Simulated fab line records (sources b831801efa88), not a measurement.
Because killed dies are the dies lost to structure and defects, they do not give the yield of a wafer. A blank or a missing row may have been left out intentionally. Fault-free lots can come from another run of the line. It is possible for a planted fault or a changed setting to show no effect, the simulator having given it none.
Split-lot trial | flow sfq line | 23 wafers read from 5 lots, route of 325 steps

## THE SPLIT ITSELF
At SFQ_TRILAYER_L0_VIA_LITHO_EXPOSE_014 (exposes mask L0V, target cd 700 nm), the setting dose mj was moved away from the recipe's 21.3 on 11 of the 23 wafers read, by -2.2% to +7.1%. This setting was run at the recipe's value on the other wafers.

## FROM THE SPLIT TO THE READING: what the file shows between them, 3 steps
- SFQ_TRILAYER_L0_VIA_LITHO_PEB_016: peb time 60 s
- SFQ_TRILAYER_L0_VIA_LITHO_DEVELOP_015: time 60 s
- SFQ_TRILAYER_L0_VIA_BARC_OPEN_VIA_ETCH_021: etches BARC in O2, target depth 125 nm, time 41.7 s

## THE READING
L0V.cd nm (the simulator's own value, which no gauge read), in nm, at SFQ_TRILAYER_L0_VIA_ETCH_VIA_ETCH_016 (etches SiO2 in CHF3, stops on MoNx KI, target depth 80 nm). The file gives no usual value for it. Average 700.0 nm, standard deviation 1.2 nm, over the 12 wafers here run with the recipe.

wafer  | tool, chamber at the split | dose mj as run | against the recipe | L0V.cd nm, nm | against lot-mates on the recipe
L076.1 | krf scanner-01, 0          | 22.81          | +7.1%              | 712.6         | +11.8
L076.2 | krf scanner-01, 0          | 22.81          | +7.1%              | 712.4         | +11.6
L076.4 | krf scanner-01, 0          | 21.3           | recipe             | 699.6         | -
L076.5 | krf scanner-01, 0          | 21.3           | recipe             | 701.4         | -
L076.6 | krf scanner-01, 0          | 21.3           | recipe             | 701.5         | -
L078.1 | krf scanner-01, 0          | 21.86          | +2.6%              | 704.9         | +4.2
L078.2 | krf scanner-01, 0          | 21.86          | +2.6%              | 705           | +4.4
L078.3 | krf scanner-01, 0          | 21.3           | recipe             | 700           | -
L078.4 | krf scanner-01, 0          | 21.3           | recipe             | 701.3         | -
L078.5 | krf scanner-01, 0          | 21.86          | +2.6%              | 704.3         | +3.6
L079.1 | krf scanner-01, 0          | 21.3           | recipe             | 699.9         | -
L079.2 | krf scanner-01, 0          | 20.84          | -2.2%              | 695.2         | -5.0
L079.3 | krf scanner-01, 0          | 20.84          | -2.2%              | 696.6         | -3.6
L079.4 | krf scanner-01, 0          | 21.3           | recipe             | 700.5         | -
L079.5 | krf scanner-01, 0          | 20.84          | -2.2%              | 696.2         | -4.0
L080.2 | krf scanner-02, 0          | 21.3           | recipe             | 699           | -
L080.3 | krf scanner-02, 0          | 21.3           | recipe             | 699.9         | -
L080.6 | krf scanner-02, 0          | 21.3           | recipe             | 697.1         | -
L081.1 | krf scanner-02, 0          | 21.96          | +3.1%              | 706           | +6.2
L081.2 | krf scanner-02, 0          | 21.96          | +3.1%              | 704.2         | +4.5
L081.3 | krf scanner-02, 0          | 21.3           | recipe             | 699.9         | -
L081.4 | krf scanner-02, 0          | 21.3           | recipe             | 699.6         | -
L081.6 | krf scanner-02, 0          | 21.96          | +3.1%              | 704.7         | +5.0

FIT RESULTS
A straight line over all 23 wafers: L0V.cd nm changes by +1.76 nm for each +1% of dose mj; r = +0.98; the points scatter about the line by 0.97 nm.
The same after taking each lot's own level away (the mean of its wafers on the recipe; 23 wafers): +1.69 nm for each +1%; r = +0.99; scatter 0.74 nm.
The reading moves by 12 nm for the largest change in dose mj, on that fit.
Across the lots, their own levels run from 698.67 to 700.83 nm, a range of 1.9 times the standard deviation given above.
So the lot-to-lot level changes the slope little: the two slopes agree.
Check: with one of the wafers moved furthest among these (+7.1%) left out of the fit, the line predicts +11.8 nm for it against its lot-mates. It came out at +11.8 nm against them.

## OTHER SPLITS APPLIED TO THESE WAFERS
These wafers also went through other splits before the reading. Each is held against what the fit with the lots' levels taken away leaves over:
other split on the same wafers                | wafers away from the commonest value | r with L0V.cd nm (lot level and that fit taken away)
SFQ_TRILAYER_INCOMING_OXIDATION_002 ox time s | 15                                   | +0.07
SFQ_TRILAYER_L0_LITHO_COAT_010 spin rpm       | 8                                    | -0.03
SFQ_TRILAYER_L0_ETCH_METAL_ETCH_008 time s    | 12                                   | +0.23

## THE WHOLE CHAIN: every reading that the file lists as answering this split, in the file's order
step                                       | what it does                                              | reading                                                    | change (the file's fit)              | r (the file's)
SFQ_TRILAYER_L0_VIA_BARC_OPEN_VIA_ETCH_021 | etches BARC in O2, target depth 125 nm, time 41.7 s       | L0V.cd nm (the simulator's own value, which no gauge read) | +1.65 nm for each +1% of the setting | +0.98
SFQ_TRILAYER_L0_VIA_ETCH_VIA_ETCH_016      | etches SiO2 in CHF3, stops on MoNx KI, target depth 80 nm | L0V.cd nm (the simulator's own value, which no gauge read) | +1.66 nm for each +1% of the setting | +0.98

## THE FILE'S OWN FIT
L0V.cd nm changes by +1.66 nm for each +1% of dose mj, r = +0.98.
